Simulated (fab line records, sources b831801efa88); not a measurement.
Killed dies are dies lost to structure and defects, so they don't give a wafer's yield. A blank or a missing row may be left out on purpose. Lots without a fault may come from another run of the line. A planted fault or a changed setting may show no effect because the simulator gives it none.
Tool commonality check | flow gf180mcu | 13 lots, 39 wafers sampled

WHY IT WAS OPENED
At GF_STI_CD_MEAS_12 the reading cd_nm is flagged on 1 of 13 lots. Wafers without a fault read 219.4 nm, standard deviation 1.6.
Rule: a lot is flagged when every wafer of it that has a number lies more than 4 standard deviations from that mean, or none has a number. The other lots count as sound.

lot  | measured    | on        | cd_nm (nm), wafer by wafer | flag
L177 | day 2 16:40 | cd_sem-02 | 215.2 215.2 215.7          |
L180 | day 3 08:22 | cd_sem-02 | 235.7 237.8 236.1          | FLAGGED
L181 | day 3 13:28 | cd_sem-01 | 219.9 218.2 218.1          |
L182 | day 3 18:23 | cd_sem-01 | 222.2 221.7 221.4          |
L183 | day 3 23:46 | cd_sem-02 | 221.0 220.7 219.0          |
L184 | day 4 04:26 | cd_sem-02 | 220.1 219.3 220.5          |
L188 | day 5 03:16 | cd_sem-01 | 219.2 220.6 220.5          |
L190 | day 5 11:56 | cd_sem-01 | 220.7 221.5 218.9          |
L191 | day 5 16:16 | cd_sem-01 | 218.8 219.9 219.7          |
L192 | day 5 21:52 | cd_sem-01 | 220.8 219.5 219.9          |
L193 | day 6 04:36 | cd_sem-01 | 219.9 220.0 219.7          |
L196 | day 6 19:43 | cd_sem-01 | 218.5 219.9 217.5          |
L197 | day 7 01:01 | cd_sem-02 | 220.9 220.2 221.0          |
The numbers of the flagged lots are 236.5 nm on average: +17.1 nm against the usual, or +11 standard deviations.

WHICH TOOL RAN EACH LOT
The record holds 1 process step before the reading, out of a route of 602 steps. In each cell: the tool, then ch and the chambers that the sampled wafers went through, then the start.
lot  | flag    | GF_STI_EXPOSE_09
L177 |         | krf_scanner-01 ch 0, day 2 10:35
L180 | FLAGGED | krf_scanner-02 ch 0, day 3 02:11
L181 |         | krf_scanner-01 ch 0, day 3 07:08
L182 |         | krf_scanner-01 ch 0, day 3 11:58
L183 |         | krf_scanner-02 ch 0, day 3 17:14
L184 |         | krf_scanner-01 ch 0, day 3 22:10
L188 |         | krf_scanner-02 ch 0, day 4 20:09
L190 |         | krf_scanner-02 ch 0, day 5 05:02
L191 |         | krf_scanner-02 ch 0, day 5 09:25
L192 |         | krf_scanner-02 ch 0, day 5 14:35
L193 |         | krf_scanner-02 ch 0, day 5 21:14
L196 |         | krf_scanner-01 ch 0, day 6 12:29
L197 |         | krf_scanner-01 ch 0, day 6 17:13
What these steps do:
- GF_STI_EXPOSE_09: exposes mask COMP, target cd 220 nm.
- GF_STI_CD_MEAS_12: target cd 220 nm.

FLAGGED OVER TOTAL, TOOL BY TOOL (the gauges that took the reading come last)
step              | tool           | lots run | flagged | share of the flagged lots | sound lots run after its first flagged lot
GF_STI_EXPOSE_09  | krf_scanner-01 | 6        | 0       | none                      | -
GF_STI_EXPOSE_09  | krf_scanner-02 | 7        | 1       | all                       | 6 (L183,L188,L190,L191,L192,L193)
GF_STI_CD_MEAS_12 | cd_sem-01      | 8        | 0       | none                      | -
GF_STI_CD_MEAS_12 | cd_sem-02      | 5        | 1       | all                       | 3 (L183,L184,L197)

WHAT THE TABLE ALLOWS
2 rows of the table ran every flagged lot: krf_scanner-02 at GF_STI_EXPOSE_09, cd_sem-02 at GF_STI_CD_MEAS_12.
- krf_scanner-02 at GF_STI_EXPOSE_09: 1 of its 7 lots flagged. Sound lots ran on it after the first flagged one (L183, L188, L190, L191, L192, L193), which a lasting fault on the whole tool wouldn't allow.
- cd_sem-02 at GF_STI_CD_MEAS_12: 1 of its 5 lots flagged. Sound lots ran on it after the first flagged one (L183, L184, L197), which a lasting fault on the whole tool wouldn't allow.
No row of the table ran every flagged lot and no sound lot after the first.

WHAT THE SIMULATOR HAD PUT IN
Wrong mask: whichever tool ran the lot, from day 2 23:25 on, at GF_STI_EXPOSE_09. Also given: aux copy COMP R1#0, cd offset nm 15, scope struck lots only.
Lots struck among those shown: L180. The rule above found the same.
